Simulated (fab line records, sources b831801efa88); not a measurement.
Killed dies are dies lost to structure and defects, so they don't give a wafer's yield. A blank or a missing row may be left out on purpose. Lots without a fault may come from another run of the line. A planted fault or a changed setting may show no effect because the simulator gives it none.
Chamber matching | flow gf180mcu | GF_V3_ETCH_16 on rie_diel-04: 4 sister chambers
The step etches BARC in N2/H2. 4 wafers are shown with their chamber, then 11 later ones without.

WAFERS WITH THEIR CHAMBER
wafer  | chamber | drypump_motor_current_A (A)
L088.1 | 2       | 5.8
L088.2 | 3       | 5.5
L088.3 | 1       | 6.0
L088.4 | 0       | 4.9

WAFERS WITHOUT THEIR CHAMBER
wafer  | drypump_motor_current_A (A)
L088.5 | 4.9
L088.6 | 5.5
L089.4 | 6.0
L089.5 | 5.8
L089.6 | 6.0
L093.3 | 5.4
L093.4 | 6.0
L093.5 | 4.9
L095.2 | 4.9
L095.4 | 4.9
L095.6 | 5.8

WHICH CHAMBER EACH WENT THROUGH
wafer  | from the rows above | in truth
L088.5 | 0                   | 0
L088.6 | 3                   | 3
L089.4 | 1                   | 1
L089.5 | 2                   | 2
L089.6 | 1                   | 1
L093.3 | 3                   | 3
L093.4 | 1                   | 1
L093.5 | 0                   | 0
L095.2 | 0                   | 0
L095.4 | 0                   | 0
L095.6 | 2                   | 2
Placed correctly: 11 of 11. Can't be placed from these rows: 0. Placed wrongly: 0.
How it was worked out, from the rows above alone: a wafer's distance from a chamber is the root of the sum, over the readings, of the square of ((its reading less the chamber's mean) divided by the reading's scatter). The wafer belongs to the nearest chamber; if the next one is less than 2 further off, it can't be placed. A chamber's mean is the mean of its shown wafers. The scatter: with one shown wafer a chamber, the root of the mean of the squares of how far each hidden wafer lies from its nearest shown one.
